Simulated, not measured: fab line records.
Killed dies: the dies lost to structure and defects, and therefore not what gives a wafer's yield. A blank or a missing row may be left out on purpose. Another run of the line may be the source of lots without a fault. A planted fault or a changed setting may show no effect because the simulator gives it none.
The tool behind it: which one? ; flow gf180mcu ; 11 lots with 33 wafers sampled at 5 steps, on a route of 602 steps

WHAT THE GAUGES READ, wafer by wafer
GF_VT_IMPLANT_OVL_MEAS_07.
lot;measured;on;VT_IMPLANT_OVL (nm)
L682;day 5 15:25;overlay-02;2.7 -0.4 0.8
L683;day 5 21:19;overlay-01;-1.7 -0.6 -2.2
L686;day 6 14:58;overlay-01;1.8 1.0 1.9
L687;day 6 22:13;overlay-02;- - -
L691;day 7 23:16;overlay-01;1.8 2.3 0.0
L697;day 9 13:33;overlay-02;1.0 -2.1 -1.0
L698;day 9 20:46;overlay-02;-0.2 -0.3 0.7
L700;day 10 04:24;overlay-02;-0.1 1.0 -0.7
L702;day 10 21:00;overlay-01;0.4 0.4 -0.7
L703;day 10 23:04;overlay-02;-0.4 -0.7 1.0
L704;day 11 05:52;overlay-02;-0.4 0.2 -0.5

GF_VT_IMPLANT_TW_MEAS_10.
lot;measured;on;VT_IMPLANT_TW
L682;day 5 15:44;filmMetro-02;561.4 561.5 558.3
L683;day 5 21:37;filmMetro-04;560.1 560.2 560.0
L686;day 6 15:15;filmMetro-04;560.8 564.3 561.4
L687;day 6 22:30;filmMetro-02;29.9 29.8 30.1 29.9 30.0 29.9
L691;day 7 23:33;filmMetro-02;563.2 561.0 562.4
L697;day 9 13:50;filmMetro-01;559.8 559.5 557.4
L698;day 9 21:04;filmMetro-04;564.0 560.6 563.4
L700;day 10 04:41;filmMetro-01;558.3 561.1 554.1
L702;day 10 21:17;filmMetro-04;561.1 567.0 562.1
L703;day 10 23:22;filmMetro-02;564.1 560.4 562.4
L704;day 11 06:10;filmMetro-02;559.3 558.6 559.7

GF_VT_IMPLANT_OVL_MEAS_18.
lot;measured;on;VT_IMPLANT_01_OVL (nm)
L682;day 6 05:38;overlay-02;-2.5 1.5 -1.8
L683;day 6 12:46;overlay-01;-1.5 -1.2 0.0
L686;day 7 06:52;overlay-02;-2.3 -1.8 -1.6
L691;day 8 15:19;overlay-01;-1.9 -0.1 -0.3
L697;day 10 07:19;overlay-01;-0.5 1.0 -0.4
L698;day 10 14:28;overlay-01;-1.1 -0.8 0.3
L700;day 10 22:25;overlay-01;0.1 1.0 2.0
L702;day 11 16:01;overlay-01;0.0 -0.6 -2.2
L703;day 11 17:43;overlay-02;0.5 -1.3 -1.8
L704;day 12 01:01;overlay-01;0.7 0.7 0.5

WHICH TOOL RAN EACH LOT (tool, then ch and the chambers of the sampled wafers, then the start)
lot;GF_MVPSD_STRIP_10;GF_VT_IMPLANT_EXPOSE_04
L682;plasmaAsher-03 ch 0,1, day 5 00:55;ilineStepper-02 ch 0, day 5 08:16
L683;plasmaAsher-01 ch 0,1, day 5 06:25;ilineStepper-02 ch 0, day 5 14:02
L686;plasmaAsher-02 ch 0,1, day 5 23:41;ilineStepper-02 ch 0, day 6 07:59
L687;plasmaAsher-01 ch 0,1, day 6 07:50;ilineStepper-02 ch 0, day 6 15:10
L691;plasmaAsher-03 ch 0,1, day 7 07:14;ilineStepper-01 ch 0, day 7 15:34
L697;plasmaAsher-01 ch 0,1, day 8 20:41;ilineStepper-02 ch 0, day 9 05:18
L698;plasmaAsher-01 ch 0,1, day 9 03:56;ilineStepper-02 ch 0, day 9 12:52
L700;plasmaAsher-01 ch 1, day 9 10:59;ilineStepper-01 ch 0, day 9 19:52
L702;plasmaAsher-02 ch 0,1, day 10 02:53;ilineStepper-01 ch 0, day 10 11:45
L703;plasmaAsher-01 ch 0, day 10 05:05;ilineStepper-01 ch 0, day 10 13:52
L704;plasmaAsher-01 ch 0,1, day 10 11:32;ilineStepper-02 ch 0, day 10 20:55
- GF_MVPSD_STRIP_10: strips in O2/N2.
- GF_VT_IMPLANT_EXPOSE_04: exposes mask LVPWELL LV AREA, target cd 600 nm.

WHAT THE TOOLS THEMSELVES READ (means of the sampled wafers that have a number; where no wafer has one, the mark that the record gives instead)
GF_MVPSD_STRIP_10.
lot;tool;drypumpMotorCurrentA (A);heaterPowerW (W);oesProductAu (a.u.);platenTempC (C);stripTimeToEndpointS (s)
L682;plasmaAsher-03;5.9;294;0.722;250.34;37.06
L683;plasmaAsher-01;5.8;347;0.719;250.09;36.92
L686;plasmaAsher-02;5.8;352;0.720;249.78;36.84
L687;plasmaAsher-01;6.2;333;0.725;250.02;36.92
L691;plasmaAsher-03;6.0;289;0.722;249.88;36.94
L697;plasmaAsher-01;6.2;326;0.724;249.94;37.05
L698;plasmaAsher-01;6.2;326;0.719;249.88;36.98
L700;plasmaAsher-01;6.6;305;0.724;250.00;36.87
L702;plasmaAsher-02;5.8;354;0.719;249.85;36.91
L703;plasmaAsher-01;5.5;369;0.719;249.77;37.16
L704;plasmaAsher-01;6.2;325;0.724;249.84;37.04

THE ANSWER, worked out from the rows above alone
Rule: what is usual is taken from the lots themselves. The widest of any qualifying gaps counts: lots, ordered by their means at a reading, are off when they make up no more than a third of the lots, leave a main group of 4 or more, and stand apart from it by 3 or more times the standard deviation of that group's means. If all means in a main group match to the digits the tables above print for the reading, that group is not used. A lot without any number at a reading at which 4 lots or more have one is off too. Where the step has rows for the other lots, those lots are counted as sound. Order of review: gauges by route order, followed by the tools' own readings, for which a lot's mean as printed above is used. At the first step where some lot is off, the reading lying furthest off is the one used; lots without a number count as furthest.
Off: at GF_VT_IMPLANT_OVL_MEAS_07 (VT_IMPLANT_OVL), L687. Without a number there: L687. The main group: mean 0.2 nm, standard deviation 0.89.
If a tool, at a process step before that reading, ran all the lots that are off and no sound lot after the first of them, it fits. Not tried: the gauges at GF_VT_IMPLANT_OVL_MEAS_07; whatever is off there is also off at GF_VT_IMPLANT_TW_MEAS_10, on other tools, and gauge error can't account for it. None of those tried fits.

WHAT THE SIMULATOR HAD PUT IN
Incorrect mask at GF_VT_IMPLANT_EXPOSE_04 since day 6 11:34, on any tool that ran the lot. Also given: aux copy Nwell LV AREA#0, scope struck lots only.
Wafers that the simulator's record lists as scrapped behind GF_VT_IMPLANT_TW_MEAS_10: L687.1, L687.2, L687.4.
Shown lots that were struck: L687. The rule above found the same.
